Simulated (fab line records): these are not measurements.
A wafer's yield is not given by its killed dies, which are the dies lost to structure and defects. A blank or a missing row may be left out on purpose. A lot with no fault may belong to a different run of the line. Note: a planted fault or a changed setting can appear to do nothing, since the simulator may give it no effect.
What tool caused it? / flow sky130 / 6 lots, 18 wafers sampled, at 4 steps of a route of 708

== WHAT THE GAUGES SHOWED, per wafer ==
SKY_LDD_P_TW_MEAS_11.
lot=L933; measured=day 19 08:17; on=film-metro-03; LDD_P_TW=630 631 627
lot=L935; measured=day 19 22:13; on=film-metro-03; LDD_P_TW=629 628 628
lot=L938; measured=day 21 06:41; on=film-metro-03; LDD_P_TW=634 635 632
lot=L947; measured=day 24 13:32; on=film-metro-04; LDD_P_TW=643 641 644
lot=L953; measured=day 27 19:59; on=film-metro-01; LDD_P_TW=616 615 618
lot=L952; measured=day 27 21:53; on=film-metro-03; LDD_P_TW=621 624 626

== TOOL THAT RAN EACH LOT (tool first, then ch and the chambers of the sampled wafers, then the start) ==
lot=L933; SKY_FIELD_ISO_ETCH_17=rie-si-01 ch 0,1, day 2 15:18; SKY_SONOS_ONO_ETCH_15=rie-diel-03 ch 1,2, day 12 23:35; SKY_POLY_GATE_ETCH_16=rie-diel-02 ch 0,2,3, day 16 14:58
lot=L935; SKY_FIELD_ISO_ETCH_17=rie-si-01 ch 0,1,3, day 3 01:10; SKY_SONOS_ONO_ETCH_15=rie-diel-04 ch 1,2, day 13 11:59; SKY_POLY_GATE_ETCH_16=rie-diel-01 ch 0,2,3, day 17 07:12
lot=L938; SKY_FIELD_ISO_ETCH_17=rie-si-02 ch 2,3, day 3 18:14; SKY_SONOS_ONO_ETCH_15=rie-diel-02 ch 0,2, day 14 17:26; SKY_POLY_GATE_ETCH_16=rie-diel-02 ch 0,3, day 18 14:04
lot=L947; SKY_FIELD_ISO_ETCH_17=rie-si-01 ch 1,2,3, day 5 15:41; SKY_SONOS_ONO_ETCH_15=rie-diel-02 ch 0,3, day 17 17:55; SKY_POLY_GATE_ETCH_16=rie-diel-01 ch 1,2,3, day 21 23:43
lot=L953; SKY_FIELD_ISO_ETCH_17=rie-si-01 ch 0,3, day 7 13:28; SKY_SONOS_ONO_ETCH_15=rie-diel-04 ch 0,1,2, day 21 04:21; SKY_POLY_GATE_ETCH_16=rie-diel-03 ch 2,3, day 25 07:52
lot=L952; SKY_FIELD_ISO_ETCH_17=rie-si-02 ch 1,3, day 7 13:38; SKY_SONOS_ONO_ETCH_15=rie-diel-03 ch 0,3, day 21 04:14; SKY_POLY_GATE_ETCH_16=rie-diel-02 ch 0,3, day 25 09:33
- SKY_FIELD_ISO_ETCH_17: etches Si in HBr/Cl2/O2, target depth 342 nm, time 97.7 s.
- SKY_SONOS_ONO_ETCH_15: etches the open film in CHF3/O2, target depth 19.52 nm, time 7.8 s.
- SKY_POLY_GATE_ETCH_16: etches Si3N4 in CH3F/O2, stops on poly-Si, time 147.5 s, target depth 75 nm.

== THE ANSWER, worked out from the rows above alone ==
Rule: what is usual is taken from the lots themselves. The widest of any qualifying gaps counts: lots, ordered by their means at a reading, are off when they make up no more than a third of the lots, leave a main group of 4 or more, and stand apart from it by 3 or more times the standard deviation of that group's means. Not used: any main group whose means are identical at the precision the tables above print for the reading. A lot without any number at a reading at which 4 lots or more have one is off too. The other lots that the step has rows for count as sound.
Across all readings shown, no lot is off: no conclusion can be drawn from this.

== WHAT THE SIMULATOR PUT IN ==
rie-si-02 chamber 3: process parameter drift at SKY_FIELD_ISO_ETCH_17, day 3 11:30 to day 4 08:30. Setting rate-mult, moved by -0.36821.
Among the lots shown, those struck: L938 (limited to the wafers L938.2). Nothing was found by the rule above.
